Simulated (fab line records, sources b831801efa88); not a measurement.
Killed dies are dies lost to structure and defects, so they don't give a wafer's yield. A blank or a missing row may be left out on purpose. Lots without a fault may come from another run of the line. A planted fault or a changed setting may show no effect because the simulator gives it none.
Chamber matching | flow sky130 | SKY_FIELD_ISO_CMP_27 on cmp-01: 4 sister chambers
The step polishes, stops on Si3N4, t overpolish 16 s, target thk 457.8 nm. 4 wafers are shown with their chamber, then 8 later ones without.

WAFERS WITH THEIR CHAMBER
wafer  | chamber | time_to_endpoint_s (s)
L601.5 | 1       | 106
L615.3 | 2       | 105
L615.4 | 0       | 115
L617.1 | 3       | 120

WAFERS WITHOUT THEIR CHAMBER
wafer  | time_to_endpoint_s (s)
L617.2 | 119
L617.4 | 113
L620.2 | 119
L620.4 | 103
L620.5 | 108
L621.1 | 108
L621.3 | 103
L621.4 | 113

WHICH CHAMBER EACH WENT THROUGH
wafer  | from the rows above     | in truth
L617.2 | can't be placed: 3 or 0 | 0
L617.4 | 0                       | 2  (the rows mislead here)
L620.2 | can't be placed: 3 or 0 | 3
L620.4 | can't be placed: 2 or 1 | 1
L620.5 | can't be placed: 1 or 2 | 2
L621.1 | can't be placed: 1 or 2 | 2
L621.3 | can't be placed: 2 or 1 | 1
L621.4 | 0                       | 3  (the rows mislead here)
Placed correctly: 0 of 8. Can't be placed from these rows: 6 (the true chamber is among the candidates in 6). Placed wrongly: 2.
How it was worked out, from the rows above alone: a wafer's distance from a chamber is the root of the sum, over the readings, of the square of ((its reading less the chamber's mean) divided by the reading's scatter). The wafer belongs to the nearest chamber; if the next one is less than 2 further off, it can't be placed. A chamber's mean is the mean of its shown wafers. The scatter: with one shown wafer a chamber, the root of the mean of the squares of how far each hidden wafer lies from its nearest shown one.
